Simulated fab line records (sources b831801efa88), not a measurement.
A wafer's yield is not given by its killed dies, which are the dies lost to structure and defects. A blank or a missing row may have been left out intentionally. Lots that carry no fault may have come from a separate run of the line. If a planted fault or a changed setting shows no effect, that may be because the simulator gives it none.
What tool caused it? ; flow sky130 ; Sampling: 13 lots, 39 wafers, 5 of 708 route steps

## WHAT THE GAUGES READ, wafer by wafer
SKY_VIA1_THK_MEAS_01. Usual: for VIA1_HDPCVD_THK the level is 1027 nm and the standard deviation is 11.
lot;measured;on;VIA1_HDPCVD_THK (nm);flag
L951;day 32 00:04;film_metro-01;1037 1047 1038;
L952;day 32 12:44;film_metro-02;1032 1031 1033;
L953;day 32 21:44;film_metro-01;1027 1015 1015;
L954;day 33 09:50;film_metro-04;1030 1013 1039;
L955;day 34 00:59;film_metro-01;1010 1020 1008;
L957;day 34 20:28;film_metro-04;1021 1013 1011;
L962;day 36 01:27;film_metro-04;527 526 1026;OFF
L965;day 37 00:41;film_metro-01;1007 1016 1018;
L967;day 38 08:47;film_metro-01;1046 1039 1035;
L971;day 39 12:35;film_metro-01;1025 1039 1028;
L973;day 40 05:10;film_metro-04;1020 1040 1032;
L972;day 40 05:35;film_metro-02;1038 1055 1024;
L974;day 40 10:17;film_metro-04;1050 1031 1033;

SKY_VIA1_OVL_MEAS_13. Usual: for VIA1_OVL the level is 1 nm and the standard deviation is 5.6.
lot;measured;on;VIA1_OVL (nm);flag
L951;day 33 03:56;overlay-01;-5 -3 -8;
L952;day 33 15:42;overlay-02;2 1 1;
L953;day 34 01:12;overlay-01;-7 0 -5;
L954;day 34 12:32;overlay-02;3 -1 2;
L955;day 35 03:32;overlay-02;-1 0 -5;
L957;day 35 23:12;overlay-01;12 5 14;
L962;day 37 03:59;overlay-02;8 7 5;
L965;day 38 02:56;overlay-01;-6 -8 -4;
L967;day 39 10:20;overlay-01;-6 1 -3;
L971;day 40 13:27;overlay-02;8 1 8;
L973;day 41 06:38;overlay-01;3 4 7;
L972;day 41 06:50;overlay-02;6 3 -1;
L974;day 41 11:20;overlay-02;-2 3 0;

## WHICH TOOL RAN EACH LOT (tool, then ch and the chambers of the sampled wafers, then the start)
lot;SKY_CONTACT_SPUTTER_23;SKY_CONTACT_CVD_24;SKY_VIA1_HDPCVD_00
L951;pvd_sputter-01, day 30 18:26;cvd_w-01 ch 1, day 30 18:30;hdpcvd-02 ch 0,2, day 31 23:56
L952;pvd_sputter-03, day 31 08:08;cvd_w-01 ch 0,1, day 31 08:14;hdpcvd-01 ch 0,1,2, day 32 12:39
L953;pvd_sputter-03, day 31 17:33;cvd_w-02 ch 0, day 31 17:37;hdpcvd-01 ch 0,2, day 32 21:37
L954;pvd_sputter-03, day 32 04:56;cvd_w-01 ch 0,1, day 32 05:00;hdpcvd-02 ch 0,2, day 33 09:43
L955;pvd_sputter-01, day 32 20:52;cvd_w-01 ch 0,1, day 32 20:55;hdpcvd-01 ch 0,1,2, day 34 00:53
L957;pvd_sputter-04, day 33 15:50;cvd_w-01 ch 0,1, day 33 15:53;hdpcvd-01 ch 1,2, day 34 20:20
L962;pvd_sputter-01, day 34 21:25;cvd_w-02 ch 0,1, day 34 21:31;hdpcvd-02 ch 0,1, day 36 01:19
L965;pvd_sputter-03, day 35 20:01;cvd_w-02 ch 0,1, day 35 20:04;hdpcvd-01 ch 0,1,2, day 37 00:35
L967;pvd_sputter-01, day 37 05:48;cvd_w-01 ch 0,1, day 37 05:54;hdpcvd-01 ch 1,2, day 38 08:39
L971;pvd_sputter-04, day 38 09:58;cvd_w-02 ch 0,1, day 38 10:03;hdpcvd-02 ch 1,2, day 39 12:26
L973;pvd_sputter-04, day 39 02:46;cvd_w-01 ch 0,1, day 39 02:50;hdpcvd-01 ch 0,2, day 40 05:02
L972;pvd_sputter-03, day 39 03:07;cvd_w-01 ch 0,1, day 39 03:11;hdpcvd-02 ch 1,2, day 40 05:26
L974;pvd_sputter-04, day 39 07:42;cvd_w-01 ch 0,1, day 39 07:46;hdpcvd-02 ch 0,1,2, day 40 10:11
- SKY_CONTACT_SPUTTER_23: material TiN, target thk 20 nm, time 80 s.
- SKY_CONTACT_CVD_24: deposits W, target thk 340 nm, time 102.12 s.
- SKY_VIA1_HDPCVD_00: deposits SiO2, target thk 1030 nm, time 171.7 s.

## WHAT THE TOOLS THEMSELVES READ (means of the sampled wafers that have a number; where no wafer has one, the mark that the record gives instead)
SKY_CONTACT_SPUTTER_23. Usual: throttle_valve_pct reads 30.2 % (standard deviation 1.2).
lot;tool;throttle_valve_pct (%);flag
L951;pvd_sputter-01;30.1;
L952;pvd_sputter-03;30.1;
L953;pvd_sputter-03;30.5;
L954;pvd_sputter-03;29.5;
L955;pvd_sputter-01;30.2;
L957;pvd_sputter-04;29.9;
L962;pvd_sputter-01;30.5;
L965;pvd_sputter-03;30.6;
L967;pvd_sputter-01;30.2;
L971;pvd_sputter-04;29.1;
L973;pvd_sputter-04;30.0;
L972;pvd_sputter-03;29.2;
L974;pvd_sputter-04;29.9;

SKY_CONTACT_CVD_24. Usual: heater_power_w reads 780 W (standard deviation 34).
lot;tool;heater_power_w (W);flag
L951;cvd_w-01;751;
L952;cvd_w-01;760;
L953;cvd_w-02;799;
L954;cvd_w-01;766;
L955;cvd_w-01;764;
L957;cvd_w-01;772;
L962;cvd_w-02;827;
L965;cvd_w-02;829;
L967;cvd_w-01;772;
L971;cvd_w-02;812;
L973;cvd_w-01;762;
L972;cvd_w-01;765;
L974;cvd_w-01;758;

SKY_VIA1_HDPCVD_00. Usual: sih4_flow_sccm reads 59.99 sccm (standard deviation 0.18).
lot;tool;sih4_flow_sccm (sccm);flag
L951;hdpcvd-02;60.02;
L952;hdpcvd-01;60.09;
L953;hdpcvd-01;60.12;
L954;hdpcvd-02;60.13;
L955;hdpcvd-01;59.93;
L957;hdpcvd-01;59.86;
L962;hdpcvd-02;39.98;OFF
L965;hdpcvd-01;60.01;
L967;hdpcvd-01;60.03;
L971;hdpcvd-02;59.97;
L973;hdpcvd-01;59.94;
L972;hdpcvd-02;59.86;
L974;hdpcvd-02;59.94;

## THE ANSWER, worked out from the rows above alone
Rule: lot off if the mean of its wafers having a number is beyond 3 standard deviations from the usual mean. A lot without any number at a reading at which 4 lots or more have one is off too. Any other lot the step has rows for is counted as sound. The gauges are gone through in route order, then the tools' own readings, and for those a lot's mean is taken as printed above. The first step at which some lot is off is used, and at that step the reading that is off furthest; a lot without a number counts as furthest.
Off: L962, at SKY_VIA1_THK_MEAS_01 (VIA1_HDPCVD_THK).
If a tool, at a process step before that reading, ran all the lots that are off and no sound lot after the first of them, it fits. Not tried: the gauges at SKY_VIA1_THK_MEAS_01; whatever is off there is also off at SKY_VIA1_HDPCVD_00, on other tools, and gauge error can't account for it. Not one of the candidates tried fits.

## WHAT THE SIMULATOR HAD INSERTED
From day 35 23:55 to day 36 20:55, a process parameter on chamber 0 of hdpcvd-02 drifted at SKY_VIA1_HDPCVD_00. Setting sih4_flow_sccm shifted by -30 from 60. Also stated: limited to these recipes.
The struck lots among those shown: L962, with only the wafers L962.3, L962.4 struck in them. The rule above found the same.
